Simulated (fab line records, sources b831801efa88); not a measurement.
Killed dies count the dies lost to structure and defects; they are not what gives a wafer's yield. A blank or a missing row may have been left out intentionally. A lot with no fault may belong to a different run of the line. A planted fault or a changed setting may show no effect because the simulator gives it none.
Matching of chambers / flow gf180mcu / cmp-02 running GF_CONTACT_CMP_27: 4 sister chambers
The step polishes, stops on SiO2, t overpolish 15 s, target thk 0 nm. 14 wafers are shown with their chamber, then 7 later ones without.

EACH WAFER AND ITS CHAMBER
wafer=L100.1; chamber=0; motor current A (A)=8.9; head pressure psi (psi)=3.506; time to endpoint s (s)=71
wafer=L100.3; chamber=3; motor current A (A)=9.9; head pressure psi (psi)=3.510; time to endpoint s (s)=76
wafer=L100.4; chamber=1; motor current A (A)=11.7; head pressure psi (psi)=3.498; time to endpoint s (s)=76
wafer=L103.1; chamber=2; motor current A (A)=11.7; head pressure psi (psi)=3.514; time to endpoint s (s)=69
wafer=L103.4; chamber=0; motor current A (A)=9.5; head pressure psi (psi)=3.500; time to endpoint s (s)=66
wafer=L103.5; chamber=1; motor current A (A)=11.7; head pressure psi (psi)=3.502; time to endpoint s (s)=71
wafer=L104.3; chamber=0; motor current A (A)=9.6; head pressure psi (psi)=3.504; time to endpoint s (s)=71
wafer=L104.5; chamber=0; motor current A (A)=9.6; head pressure psi (psi)=3.507; time to endpoint s (s)=69
wafer=L104.6; chamber=1; motor current A (A)=11.9; head pressure psi (psi)=3.498; time to endpoint s (s)=70
wafer=L110.3; chamber=0; motor current A (A)=9.5; head pressure psi (psi)=3.500; time to endpoint s (s)=70
wafer=L110.4; chamber=3; motor current A (A)=10.1; head pressure psi (psi)=3.504; time to endpoint s (s)=76
wafer=L110.6; chamber=1; motor current A (A)=11.4; head pressure psi (psi)=3.501; time to endpoint s (s)=74
wafer=L114.2; chamber=1; motor current A (A)=11.4; head pressure psi (psi)=3.495; time to endpoint s (s)=74
wafer=L114.3; chamber=3; motor current A (A)=9.6; head pressure psi (psi)=3.506; time to endpoint s (s)=70

SIGNATURES (averages over the wafers above)
reading=motor current A; chamber 0=9.420; chamber 1=11.620; chamber 2=11.700; chamber 3=9.867; scatter within a chamber=0.257
reading=head pressure psi; chamber 0=3.50340; chamber 1=3.49880; chamber 2=3.51400; chamber 3=3.50667; scatter within a chamber=0.00304
reading=time to endpoint s; chamber 0=69.40; chamber 1=73.00; chamber 2=69.00; chamber 3=74.00; scatter within a chamber=2.55
Rule: distance of a wafer from a chamber = root of the sum over the readings of ((wafer's reading minus chamber's mean) / reading's scatter) squared. If the next closest chamber is less than 2 further off than the closest, the wafer can't be placed; otherwise it belongs to the closest. The scatter is the square root of a quotient: the sum, over the shown wafers, of each reading's squared deviation from its chamber's mean, divided by wafers minus chambers.

WAFERS MISSING THEIR CHAMBER
wafer=L114.6; motor current A (A)=9.3; head pressure psi (psi)=3.500; time to endpoint s (s)=72
wafer=L118.2; motor current A (A)=11.9; head pressure psi (psi)=3.499; time to endpoint s (s)=76
wafer=L118.5; motor current A (A)=11.5; head pressure psi (psi)=3.493; time to endpoint s (s)=76
wafer=L118.6; motor current A (A)=10.6; head pressure psi (psi)=3.490; time to endpoint s (s)=76
wafer=L119.1; motor current A (A)=9.4; head pressure psi (psi)=3.505; time to endpoint s (s)=71
wafer=L119.2; motor current A (A)=11.2; head pressure psi (psi)=3.503; time to endpoint s (s)=73
wafer=L119.3; motor current A (A)=12.2; head pressure psi (psi)=3.502; time to endpoint s (s)=74

CHAMBER TAKEN BY EACH
wafer=L114.6; from the rows above=can't be placed: 0 or 3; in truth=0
wafer=L118.2; from the rows above=1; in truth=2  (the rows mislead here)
wafer=L118.5; from the rows above=1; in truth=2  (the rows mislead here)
wafer=L118.6; from the rows above=can't be placed: 1 or 3 or 0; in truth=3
wafer=L119.1; from the rows above=can't be placed: 0 or 3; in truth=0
wafer=L119.2; from the rows above=1; in truth=1
wafer=L119.3; from the rows above=1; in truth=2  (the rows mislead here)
Correctly placed: 1 of 7. Unplaceable from these rows: 3, with the true chamber sitting among the candidates in 3. Number placed wrongly: 3.
